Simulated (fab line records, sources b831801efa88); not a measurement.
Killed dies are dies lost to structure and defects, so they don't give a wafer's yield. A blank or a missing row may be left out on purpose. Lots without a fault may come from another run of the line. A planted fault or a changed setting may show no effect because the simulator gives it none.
A struck lot beside a sound one | flow gf180mcu | 14 steps out of a route of 602
Sound: wafers L241.2, L241.5, L241.6. Struck: wafers L232.2, L232.4, L232.6. The cause comes at the end.
At each step with rows: each side's tool, then ch and its chambers, then its first start. Under that, the readings that differ: sound wafers | struck wafers | difference of the means | sigmas: that difference in standard deviations of wafers without a fault.
alike: readings whose means differ by less than 2 such deviations, and words and numbers that are the same on both sides. not compared: withheld readings, readings that some wafer has no value for, bounds like >300 that may hide the same value, and numbers for which the record gives no deviation and whose values overlap.
The two part at a step that has a row with sigmas, a row that says differs or no value, or rows on one side only. Numbers that don't overlap but have no deviation are shown without sigmas and don't part them. A reading that every wafer of one side lacks parts them only if that side has two wafers or more.

GF_DUAL_GATE_OVL_MEAS_11:
  sound on overlay-01, day 12 22:17; struck on overlay-02, day 11 05:24
  alike: DUAL_GATE_OVL
then, 1 step without rows for these wafers: GF_DUAL_GATE_WET_ETCH_12 (etches SiO2 in dHF, target depth 13 nm, time 260 s).
GF_DUAL_GATE_STRIP_13: strips in O2/N2.
  sound on plasma_asher-04 ch 0,1, day 12 22:25; struck on plasma_asher-01 ch 0,1, day 11 05:31
  alike: drypump_motor_current_A, heater_power_w, oes_product_au, strip_time_to_endpoint_s
  not compared: rf_hours_counter_h
then, 3 steps without rows for these wafers: GF_DUAL_GATE_CLEAN_14 (cleans in SC1/SC2, time 150 s); GF_DUAL_GATE_OXIDATION_15 (stabilise 600 s, purge 300 s, target thk 7.098 nm); GF_POLY_GATE_CVD_00 (deposits poly-Si, target thk 200 nm, time 1200 s).
GF_POLY_GATE_THK_MEAS_01:
  sound on film_metro-03, day 13 06:21; struck on film_metro-02, day 11 10:07
  alike: POLY_GATE_CVD_00_THK
then, 5 steps without rows for these wafers: GF_POLY_GATE_DEHYDRATE_02 (time 60 s); GF_POLY_GATE_HMDS_03 (prime time 60 s); GF_POLY_GATE_COAT_04; GF_POLY_GATE_COAT_05 (resist thk 700 nm); GF_POLY_GATE_SOFTBAKE_06 (time 60 s).
GF_POLY_GATE_EXPOSE_07: exposes mask Poly2, target cd 280 nm.
  sound on krf_scanner-01 ch 0, day 13 16:25; struck on krf_scanner-01, day 11 19:46
  no value came back on the struck wafers for exposure_dose_mJ_cm2, focus_offset_nm (nm); on the sound wafers exposure_dose_mJ_cm2 reads 27.93 27.91 27.93
  alike: mask
then, 1 step without rows for these wafers: GF_POLY_GATE_PEB_08 (peb time 90 s).

WHERE THEY PART
Only at GF_POLY_GATE_EXPOSE_07, within this record.

WHY: what the simulator had put in
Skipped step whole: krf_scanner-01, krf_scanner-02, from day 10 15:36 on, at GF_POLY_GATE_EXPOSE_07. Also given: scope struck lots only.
